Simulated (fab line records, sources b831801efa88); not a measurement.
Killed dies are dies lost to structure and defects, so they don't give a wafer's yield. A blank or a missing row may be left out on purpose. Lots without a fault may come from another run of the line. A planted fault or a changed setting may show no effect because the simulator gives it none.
fab line records | flow sky130
record lots=6 wafers=18 last_day=49
route steps=708 shown NWELL@82 PWDE@84 VT_ADJUST_HVTP@85 VT_ADJUST_LVTN@97 PAD_OPEN@708
lots that met no fault: from a run of the same line without faults
start_h: hours from the record's first day to the start of the lot's first wafer shown | wait_h: hours since the lot's step before | " the same as in the row above | L1.1+2: a row that stands for several wafers | - no value, or no start given | * or withheld: withheld | < > ~ a bound
route shown NAME@n: a module of which the file shows steps, and the number in the route of the first | usual: mean/standard deviation of fault-free wafers | same: alike in all rows | chamber/n: place in a boat | sites: the reading at each site | _std_site: their standard deviation | _edge_site: outer sites' mean less inner sites' | radius_mm: how far each site lies from the wafer's centre | mask NAME#n: copy n | behind: the tool/chamber that last shaped the wafer | hold: why the lot was held/for how many hours/how that ended | device: the transistor (n, p or np) that didn't switch | end of line: the same wafers' tests at the end of the route | a step without rows: its recipe alone | killed: dies lost to structure and defects at the first sort, not the wafer's yield | map: a wafer's dies, x killed, . not, _ none there
set.NAME: the setting as run; set.NAME@STEP: as run at that earlier step | model.NAME: the simulator's own value behind a step, which no gauge read
lots at some steps of the route; a table a step, a row a wafer
services: from which hour (start_h, from the record's first day; less than 0 if before it) a tool's chamber was out of use, for how many hours, and why
## steps
# step SKY_NWELL_RS_MEAS_29
# recipe thk_meas_gauge=four-point-probe
# usual NWELL_RS=625.2/1.6
# columns lot.wafer tool chamber start_h wait_h NWELL_RS[ohm/sq]
L108.1 film_metro-01 - 124.39 0.1 627.0
L108.2 " - " " 626.4
L108.5 " - " " 626.4
L111.1 film_metro-02 - 142.38 0.1 626.6
L111.2 " - " " 627.3
L111.4 " - " " 626.2
L118.1 film_metro-01 - 184.27 0.1 622.9
L118.5 " - " " 623.2
L118.6 " - " " 624.8
L119.1 film_metro-04 - 187.03 0.1 626.2
L119.2 " - " " 625.5
L119.6 " - " " 624.0
L123.1 film_metro-02 - 214.97 0.1 626.8
L123.5 " - " " 625.4
L123.6 " - " " 625.9
L125.3 film_metro-01 - 224.33 0.1 622.3
L125.5 " - " " 625.1
L125.6 " - " " 622.5
# step SKY_NWELL_RS_MEAS_31
# recipe thk_meas_gauge=four-point-probe
# usual PWDE_RS=5282/18
# columns lot.wafer tool chamber start_h wait_h PWDE_RS[ohm/sq]
L108.1 film_metro-01 - 124.63 0.1 5304
L108.2 " - " " 5285
L108.5 " - " " 5287
L111.1 film_metro-02 - 142.62 0.1 5282
L111.2 " - " " 5276
L111.4 " - " " 5280
L118.1 film_metro-01 - 184.51 0.1 5277
L118.5 " - " " 5285
L118.6 " - " " 5289
L119.1 film_metro-04 - 187.27 0.1 5280
L119.2 " - " " 5279
L119.6 " - " " 5268
L123.1 film_metro-02 - 215.21 0.1 5267
L123.5 " - " " 5260
L123.6 " - " " 5267
L125.3 film_metro-01 - 224.57 0.1 5269
L125.5 " - " " 5277
L125.6 " - " " 5254
# step SKY_VT_ADJUST_HVTP_DEHYDRATE_00
# recipe temp_c=200 time_s=60
# step SKY_VT_ADJUST_HVTP_HMDS_01
# recipe prime_time_s=60 prime_temp_c=120
# step SKY_VT_ADJUST_HVTP_COAT_02
# recipe resist=NOVOLAK spin_rpm=3000 resist_thk_nm=1140
# step SKY_VT_ADJUST_HVTP_SOFTBAKE_03
# recipe temp_c=90 time_s=60 resist=NOVOLAK
# step SKY_VT_ADJUST_HVTP_EXPOSE_04
# recipe mask_id=HVTPM na=0.6 source_shape=conventional sigma_outer=0.6 polarization=unpolarized target_cd_nm=380 dose_mj=140
# step SKY_VT_ADJUST_HVTP_PEB_05
# recipe temp_c=withheld time_s=* resist=NOVOLAK
# step SKY_VT_ADJUST_HVTP_DEVELOP_06
# recipe resist=NOVOLAK developer=TMAH develop_time_s=60 dev_temp_c=23
# step SKY_VT_ADJUST_HVTP_CD_MEAS_07
# recipe target_cd_nm=380
# usual cd_nm=379.4/2.6
# columns lot.wafer tool chamber start_h wait_h cd_nm
L108.1 cd_sem-02 - 143.79 0.1 377.4
L108.2 " - " " 376.6
L108.5 " - " " 379.7
L111.1 cd_sem-01 - 161.99 0.1 379.3
L111.2 " - " " 380.9
L111.4 " - " " 379.2
L118.1 cd_sem-02 - 205.43 0.1 380.8
L118.5 " - " " 380.2
L118.6 " - " " 381.3
L119.1 cd_sem-01 - 207.84 0.1 380.9
L119.2 " - " " 380.5
L119.6 " - " " 381.1
L123.1 cd_sem-01 - 237.28 0.1 381.2
L123.5 " - " " 381.0
L123.6 " - " " 378.4
L125.3 cd_sem-01 - 247.77 0.1 380.8
L125.5 " - " " 378.9
L125.6 " - " " 381.4
# step SKY_VT_ADJUST_HVTP_OVL_MEAS_08
# usual VT_ADJUST_HVTP_OVL=-0.7/1.3
# columns lot.wafer tool chamber start_h wait_h VT_ADJUST_HVTP_OVL[nm]
L108.1 overlay-02 - 143.91 0.1 1.0
L108.2 " - " " 0.4
L108.5 " - " " 2.0
L111.1 overlay-02 - 162.11 0.1 -1.8
L111.2 " - " " -2.1
L111.4 " - " " -1.9
L118.1 overlay-02 - 205.55 0.1 0.7
L118.5 " - " " 2.0
L118.6 " - " " -1.6
L119.1 overlay-01 - 207.96 0.1 0.3
L119.2 " - " " 1.4
L119.6 " - " " 0.4
L123.1 overlay-01 - 237.40 0.1 -2.4
L123.5 " - " " -1.6
L123.6 " - " " 0.0
L125.3 overlay-01 - 247.86 0.1 -2.1
L125.5 " - " " -1.8
L125.6 " - " " -2.4
# step SKY_VT_ADJUST_HVTP_IMPLANT_09
# recipe species=As energy_kev=150 dose_cm2=4.3e+12 tilt_deg=withheld
# usual beam_energy_keV=150.00/0.047
# columns lot.wafer tool chamber start_h wait_h beam_energy_keV model.implant.rp_nm model.implant.drp_nm
L108.1 implanter-04 0 143.94 0.0 149.94 87.04 33.4
L108.2 " 0 " " 149.94 87.04 33.4
L108.5 " 0 " " 149.95 87.04 33.4
L111.1 implanter-02 0 162.15 0.0 150.00 83.91 33.4
L111.2 " 0 " " 149.94 83.91 33.4
L111.4 " 0 " " 150.03 83.91 33.4
L118.1 implanter-02 0 205.58 0.0 138.33 76.56 31.32
L118.5 " 0 " " 138.27 76.56 31.32
L118.6 " 0 " " 138.36 76.56 31.32
L119.1 implanter-02 0 208.00 0.0 138.35 75.19 31.32
L119.2 " 0 " " 138.32 75.19 31.32
L119.6 " 0 " " 138.27 75.19 31.32
L123.1 implanter-03 0 237.43 0.0 150.05 81.41 33.4
L123.5 " 0 " " 149.94 81.41 33.4
L123.6 " 0 " " 149.96 81.41 33.4
L125.3 implanter-03 0 247.93 0.1 150.01 84.53 33.4
L125.5 " 0 " " 149.93 84.53 33.4
L125.6 " 0 " " 149.94 84.53 33.4
# step SKY_VT_ADJUST_HVTP_STRIP_10
# recipe chemistry=O2/N2 power_w=1400 pressure_mtorr=1500 platen_temp_c=withheld o2_flow_sccm=3000 n2_flow_sccm=300 overash_fraction=0.5
# usual drypump_motor_current_A=5.58/0.12 oes_product_au=0.716/0.005 strip_time_to_endpoint_s=14.19/0.033
# columns lot.wafer tool chamber start_h wait_h drypump_motor_current_A oes_product_au rf_hours_counter_h strip_time_to_endpoint_s
L108.1 plasma_asher-04 0 144.09 0.1 5.68 0.720 2 14.18
L108.2 " 1 " " 5.41 0.717 2 14.16
L108.5 " 0 " " 5.68 0.720 - 14.19
L111.1 plasma_asher-04 0 162.30 0.1 5.67 0.721 4 14.18
L111.2 " 1 " " 5.43 0.719 4 14.23
L111.4 " 0 " " 5.69 0.714 - 14.20
L118.1 plasma_asher-02 0 205.73 0.1 5.37 0.720 38 14.27
L118.5 " 1 " " 5.61 0.714 - 14.24
L118.6 " 0 " " 5.37 0.723 - 14.23
L119.1 plasma_asher-03 0 208.15 0.1 5.62 0.720 51 14.22
L119.2 " 1 " " 5.66 0.713 51 14.23
L119.6 " 1 " " 5.66 0.717 - 14.22
L123.1 plasma_asher-02 1 237.58 0.1 5.60 0.716 41 14.23
L123.5 " 1 " " 5.59 0.722 - 14.27
L123.6 " 0 " " 5.33 0.714 - 14.24
L125.3 plasma_asher-03 0 248.07 0.1 5.62 0.723 - 14.19
L125.5 " 1 " " 5.67 0.712 - 14.20
L125.6 " 0 " " 5.65 0.716 - 14.18
# step SKY_VT_ADJUST_HVTP_TW_MEAS_11
# usual VT_ADJUST_HVTP_TW=1360/7.1
# columns lot.wafer tool chamber start_h wait_h VT_ADJUST_HVTP_TW
L108.1 film_metro-04 - 144.19 0.1 1356
L108.2 " - " " 1365
L108.5 " - " " 1362
L111.1 film_metro-02 - 162.40 0.1 1359
L111.2 " - " " 1354
L111.4 " - " " 1353
L118.1 film_metro-02 - 205.83 0.1 1341
L118.5 " - " " 1337
L118.6 " - " " 1339
L119.1 film_metro-03 - 208.25 0.1 1335
L119.2 " - " " 1331
L119.6 " - " " 1338
L123.1 film_metro-02 - 237.68 0.1 1361
L123.5 " - " " 1361
L123.6 " - " " 1366
L125.3 film_metro-04 - 248.15 0.1 1364
L125.5 " - " " 1366
L125.6 " - " " 1359
# step SKY_VT_ADJUST_LVTN_DEHYDRATE_00
# recipe temp_c=200 time_s=60
# step SKY_PAD_OPEN_PROBE_99
# usual killed_at_M0_to_M3=43/6.5 killed_at_M4_up=3.2/1.8 killed_at_contacts=26/5.2 killed_at_front_end=16/4.8 killed_at_other=0.3/0.6 killed_dies=89/9.6 killed_open=48/7.1 killed_short=40/6.4
# same gross_dies=492 killed_at_back_side=0
# columns lot.wafer tool chamber start_h wait_h killed_at_M0_to_M3 killed_at_M4_up killed_at_contacts killed_at_front_end killed_at_other killed_dies killed_open killed_short model.etest.tip_p.rs_ohm_sq model.etest.pfet_01v8.r_on_ohm_um model.etest.pfet_01v8.drive_ua_um model.etest.pfet_01v8_mvt.drive_ua_um model.etest.pfet_01v8_hvt.drive_ua_um model.etest.sram_pfet_latch.drive_ua_um model.etest.pfet_01v8_mvt.off_log10_a_um model.etest.pfet_01v8.off_log10_a_um
L108.1 prober-02 - 1096.48 0.1 41 6 24 13 0 84 42 42 6587 2744 204.9 159.4 153.3 155.6 -9.834 -8.837
L108.2 prober-02 - 1096.53 0.1 43 2 26 17 0 88 48 39 6651 2810 203.5 161.3 151.6 147.8 -9.781 -9.069
L108.5 prober-02 - 1096.68 0.2 35 3 20 23 0 81 48 33 6634 2850 197 157.1 147.1 147.1 -9.661 -9.168
L111.1 prober-02 - 1115.99 0.1 32 3 22 10 0 67 38 29 6876 2904 190.7 149.9 142.8 144.8 -10.76 -9.92
L111.2 prober-02 - 1116.04 0.1 48 4 24 24 0 100 50 50 6960 2881 192.9 153.6 145.4 149.6 -10.59 -9.766
L111.4 prober-02 - 1116.14 0.2 47 0 18 11 0 76 35 41 6964 2859 195.1 152.9 146.2 147.6 -10.5 -9.401
L118.1 prober-02 - 1151.74 0.1 40 3 33 25 0 101 54 45 7037 3016 182 142.3 134.3 132.4 -11.99 -11.04
L118.5 prober-02 - 1151.94 0.2 42 5 32 17 0 96 50 44 7056 2972 186.3 143.3 137 134.1 -12.02 -10.54
L118.6 prober-02 - 1151.99 0.2 34 4 30 29 1 98 51 44 7098 3000 183.1 142.5 135.2 129.5 -12.09 -10.85
L119.1 prober-01 - 1154.06 0.1 33 4 26 16 2 81 45 35 7098 2964 185.1 142.5 138.7 138.3 -12.08 -10.62
L119.2 prober-01 - 1154.11 0.1 28 5 33 12 0 78 39 36 7148 3082 177.1 139.4 132.6 131 -12.11 -11.45
L119.6 prober-01 - 1154.31 0.2 45 5 31 11 0 92 52 40 7180 3052 178.9 140.6 132.5 135.2 -12.22 -11.27
L123.1 prober-01 - 1174.75 0.1 43 0 27 8 1 79 36 42 6879 2880 194.7 153.5 145.5 142.1 -10.9 -9.81
L123.5 prober-01 - 1174.95 0.2 41 2 27 17 0 87 48 39 6885 2934 189.5 148 141.8 139.5 -10.87 -9.958
L123.6 prober-01 - 1175.00 0.2 36 3 37 15 0 91 42 49 6861 2902 193.7 152.6 145 144.7 -10.82 -10.11
L125.3 prober-01 - 1183.06 0.2 52 2 31 24 0 109 66 43 6722 2732 207 161.7 154.6 163.8 -10.23 -9.152
L125.5 prober-01 - 1183.16 0.2 45 5 29 17 0 96 52 44 6701 2775 204 161.9 153.8 149.3 -10.08 -9.303
L125.6 prober-01 - 1183.21 0.2 46 2 27 18 0 93 48 45 6703 2755 206 162.4 155 155.3 -10.2 -9.082
# killed by level:class
L108.1 CONTACT:geometric_particle:open=11 METAL2:geometric_particle:short=9 METAL1:geometric_particle:short=8 VIA3:geometric_particle:open=7 METAL4:geometric_particle:short=6 VIA1:geometric_particle:open=6 LI_CONTACT:geometric_particle:open=5 VIA2:geometric_particle:open=5
L108.2 VIA1:geometric_particle:open=16 CONTACT:geometric_particle:open=9 VIA2:geometric_particle:open=8 CONTACT:geometric_particle:short=8 FIELD_ISO:geometric_particle:short=5 FIELD_ISO:geometric_particle:open=5 METAL1:geometric_particle:short=5 POLY_GATE:geometric_particle:short=4
L108.5 VIA1:geometric_particle:open=11 CONTACT:geometric_particle:open=9 FIELD_ISO:geometric_particle:open=7 POLY_GATE:geometric_particle:short=7 LI_CONTACT:geometric_particle:open=6 METAL1:geometric_particle:short=5 VIA2:geometric_particle:open=5 VIA2:geometric_particle:short=4
L111.1 VIA1:geometric_particle:open=13 CONTACT:geometric_particle:open=10 VIA1:geometric_particle:short=5 LI_CONTACT:geometric_particle:open=4 METAL2:geometric_particle:short=4 FIELD_ISO:geometric_particle:open=3 LI_CONTACT:geometric_particle:short=3 CONTACT:geometric_particle:short=3
L111.2 VIA1:geometric_particle:open=9 VIA2:geometric_particle:open=8 VIA3:geometric_particle:open=8 VIA2:geometric_particle:short=7 METAL2:geometric_particle:short=7 FIELD_ISO:geometric_particle:open=6 POLY_GATE:geometric_particle:short=6 CONTACT:geometric_particle:open=6
L111.4 VIA2:geometric_particle:open=10 LI_CONTACT:geometric_particle:short=7 VIA2:geometric_particle:short=6 CONTACT:geometric_particle:open=6 VIA1:geometric_particle:open=6 METAL2:geometric_particle:short=6 VIA1:geometric_particle:short=5 METAL3:geometric_particle:short=4
L118.1 CONTACT:geometric_particle:open=10 FIELD_ISO:geometric_particle:open=9 LOCAL_INTERCONNECT:geometric_particle:short=8 CONTACT:geometric_particle:short=7 VIA3:geometric_particle:open=7 VIA1:geometric_particle:open=6 POLY_GATE:geometric_particle:short=5 POLY_GATE:geometric_particle:open=5
L118.5 METAL2:geometric_particle:short=12 LI_CONTACT:geometric_particle:open=12 VIA1:geometric_particle:open=11 CONTACT:geometric_particle:open=8 LOCAL_INTERCONNECT:geometric_particle:short=5 FIELD_ISO:geometric_particle:open=4 POLY_GATE:geometric_particle:open=4 VIA1:geometric_particle:short=4
L118.6 CONTACT:geometric_particle:open=14 CONTACT:geometric_particle:short=9 FIELD_ISO:geometric_particle:open=8 FIELD_ISO:geometric_particle:short=7 POLY_GATE:geometric_particle:open=7 VIA3:geometric_particle:open=6 METAL1:geometric_particle:short=6 VIA2:geometric_particle:open=5
L119.1 LI_CONTACT:geometric_particle:open=13 VIA1:geometric_particle:open=7 CONTACT:geometric_particle:open=6 POLY_GATE:geometric_particle:open=5 VIA1:geometric_particle:short=5 VIA3:geometric_particle:open=4 METAL1:geometric_particle:short=4 FIELD_ISO:geometric_particle:short=3
L119.2 LI_CONTACT:geometric_particle:open=12 CONTACT:geometric_particle:short=9 CONTACT:geometric_particle:open=7 VIA3:geometric_particle:short=6 FIELD_ISO:geometric_particle:open=4 VIA1:geometric_particle:open=4 VIA1:geometric_particle:short=4 METAL2:geometric_particle:short=4
L119.6 VIA1:geometric_particle:open=17 CONTACT:geometric_particle:open=10 LI_CONTACT:geometric_particle:open=7 VIA2:geometric_particle:open=6 LI_CONTACT:geometric_particle:short=5 CONTACT:geometric_particle:short=5 METAL1:geometric_particle:short=4 VIA2:geometric_particle:short=4
L123.1 CONTACT:geometric_particle:open=9 LI_CONTACT:geometric_particle:open=7 VIA1:geometric_particle:short=7 METAL2:geometric_particle:short=6 CONTACT:geometric_particle:short=5 METAL1:geometric_particle:short=5 METAL3:geometric_particle:short=5 VIA3:geometric_particle:open=5
L123.5 VIA1:geometric_particle:open=14 CONTACT:geometric_particle:open=9 LI_CONTACT:geometric_particle:open=9 POLY_GATE:geometric_particle:short=8 METAL1:geometric_particle:short=8 METAL2:geometric_particle:short=5 LOCAL_INTERCONNECT:geometric_particle:short=5 POLY_CUT:geometric_particle:short=4
L123.6 VIA1:geometric_particle:open=10 LI_CONTACT:geometric_particle:open=9 CONTACT:geometric_particle:open=8 POLY_GATE:geometric_particle:short=7 LI_CONTACT:geometric_particle:short=6 CONTACT:geometric_particle:short=6 FIELD_ISO:geometric_particle:open=5 LOCAL_INTERCONNECT:geometric_particle:short=5
L125.3 CONTACT:geometric_particle:open=16 VIA1:geometric_particle:open=12 VIA2:geometric_particle:open=10 FIELD_ISO:geometric_particle:open=8 LI_CONTACT:geometric_particle:open=6 VIA1:geometric_particle:short=6 VIA2:geometric_particle:short=6 POLY_GATE:geometric_particle:open=5
L125.5 LI_CONTACT:geometric_particle:open=9 METAL1:geometric_particle:short=9 VIA3:geometric_particle:open=8 CONTACT:geometric_particle:open=7 VIA1:geometric_particle:open=7 FIELD_ISO:geometric_particle:open=6 LOCAL_INTERCONNECT:geometric_particle:short=5 FIELD_ISO:geometric_particle:short=4
L125.6 CONTACT:geometric_particle:open=10 VIA1:geometric_particle:open=8 METAL1:geometric_particle:short=6 METAL3:geometric_particle:short=6 FIELD_ISO:geometric_particle:short=5 CONTACT:geometric_particle:short=5 VIA2:geometric_particle:open=5 LI_CONTACT:geometric_particle:open=4
## services
# columns tool chamber start_h hours kind
implanter-03 - 137.55 5.6 pm
implanter-03 - 172.11 3.2 repair
plasma_asher-02 - 179.21 4.6 repair
plasma_asher-02 - 197.42 2.8 pm
plasma_asher-03 - 227.99 5.0 repair
plasma_asher-04 - 231.82 2.7 repair
implanter-04 - 237.74 0.9 repair
## key
first_sign step=SKY_VT_ADJUST_HVTP_IMPLANT_09 reading=beam_energy_keV direction=down sigmas=99+ usual=* struck=*
effect step=SKY_VT_ADJUST_HVTP_TW_MEAS_11 reading=VT_ADJUST_HVTP_TW direction=down sigmas=3.2 usual=1360 struck=1337
model_effect step=SKY_VT_ADJUST_HVTP_IMPLANT_09 value=implant.rp_nm without=81.98 struck=75.87
model_effect step=SKY_PAD_OPEN_PROBE_99 value=etest.tip_p.rs_ohm_sq without=6856 struck=7103
met_at SKY_VT_ADJUST_HVTP_IMPLANT_09
struck_wafers L118.1,L118.5,L118.6,L119.1,L119.2,L119.6
tester_left_out L118,L119
onset_between 162.15 205.58
fault kind=process_parameter_drift tool=implanter-02 chamber=- onset_h=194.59 steps=SKY_VT_ADJUST_HVTP_IMPLANT_09 channel=energy_kev offset=* shape=step end_h=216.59 acts_in=* stated=*
# tester_left_out: of these lots the tester's yield and bins aren't shown, on N5 and GAA mostly nor the transistor test; their killed dies are dies lost to structure and defects alone, not to doping, threshold or leakage, so they don't give the yield
